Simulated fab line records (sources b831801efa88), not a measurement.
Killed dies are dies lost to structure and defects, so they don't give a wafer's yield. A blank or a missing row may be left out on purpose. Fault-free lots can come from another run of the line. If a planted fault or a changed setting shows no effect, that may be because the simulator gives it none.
The same fault as seen by 2 desks :: flow sfq_line :: what lay behind the numbers comes last; until then each desk has only its own

== FOR THE TOOL OWNER'S DESK: pvd_sputter-06 ==
The tool's own readings at SFQ_TRILAYER_M0_DEP_SPUTTER_019 (material Nb, target thk 200 nm, time 133.3 s): means of the sampled wafers that have a number, for each lot that ran on this tool. Any lot whose mean is over 4 standard deviations away from the usual mean is out of limits and marked OUT; that distance is given in the brackets.
Columns: A = chamber_pressure_pa at SFQ_TRILAYER_M0_DEP_SPUTTER_019, usual 0.1333 Pa; B = throttle_valve_pct at SFQ_TRILAYER_M0_DEP_SPUTTER_019, usual 29.9 %
lot: L237
first seen here: day 7 21:55
A: 0.1335
B: 29.3

lot: L241
first seen here: day 8 20:14
A: 0.1336
B: 30.1

lot: L242
first seen here: day 9 01:02
A: 0.1334
B: 29.5

lot: L244
first seen here: day 9 20:24
A: 0.1331
B: 30.3
Result from this desk: across the 4 lots, nothing is out of limits.

== FROM THE METROLOGY DESK ==
Lot by lot, what the gauges showed, no matter which tool ran the lot: averages of those sampled wafers that carry a number. Any lot whose mean is over 4 standard deviations away from the usual mean is out of limits and marked OUT; that distance is given in the brackets.
Columns: A = M0_NB_RS at SFQ_M0_RS_MEAS_904, usual 0.891 ohm/sq; B = M7_NB_RS at SFQ_M7_RS_MEAS_943, usual 0.886 ohm/sq; C = I7_OVL at SFQ_I7_OVL_MEAS_947, usual -3 nm
lot: L236
first seen here: day 7 14:53
A: 0.880
B: 0.880
C: -0

lot: L237
first seen here: day 7 22:04
A: 0.887
B: 0.883
C: 3

lot: L239
first seen here: day 8 11:56
A: 0.890
B: 0.890
C: -3

lot: L240
first seen here: day 8 18:07
A: 0.882
B: 0.884
C: -0

lot: L241
first seen here: day 8 20:20
A: 0.896
B: 0.894
C: -6

lot: L242
first seen here: day 9 01:09
A: 0.887
B: 0.888
C: 2

lot: L243
first seen here: day 9 14:21
A: 0.895
B: 0.884
C: -4

lot: L244
first seen here: day 9 20:32
A: 0.868
B: 0.881
C: -5

lot: L245
first seen here: day 9 22:55
A: 0.889
B: 0.889
C: 8

lot: L251
first seen here: day 12 00:05
A: 0.904
B: 0.893
C: 7

lot: L252
first seen here: day 12 10:57
A: 0.887
B: 0.884
C: -10

lot: L254
first seen here: day 13 02:07
A: 0.889
B: 0.892
C: -17

lot: L255
first seen here: day 13 10:31
A: 0.895
B: 0.864
C: 4
Result from this desk: across the 13 lots, nothing is out of limits.

== TAKEN TOGETHER ==
The desk of the tool owner found nothing out of limits.
At the metrology desk, nothing out of limits was observed.

== WHAT HAD BEEN PUT IN BY THE SIMULATOR ==
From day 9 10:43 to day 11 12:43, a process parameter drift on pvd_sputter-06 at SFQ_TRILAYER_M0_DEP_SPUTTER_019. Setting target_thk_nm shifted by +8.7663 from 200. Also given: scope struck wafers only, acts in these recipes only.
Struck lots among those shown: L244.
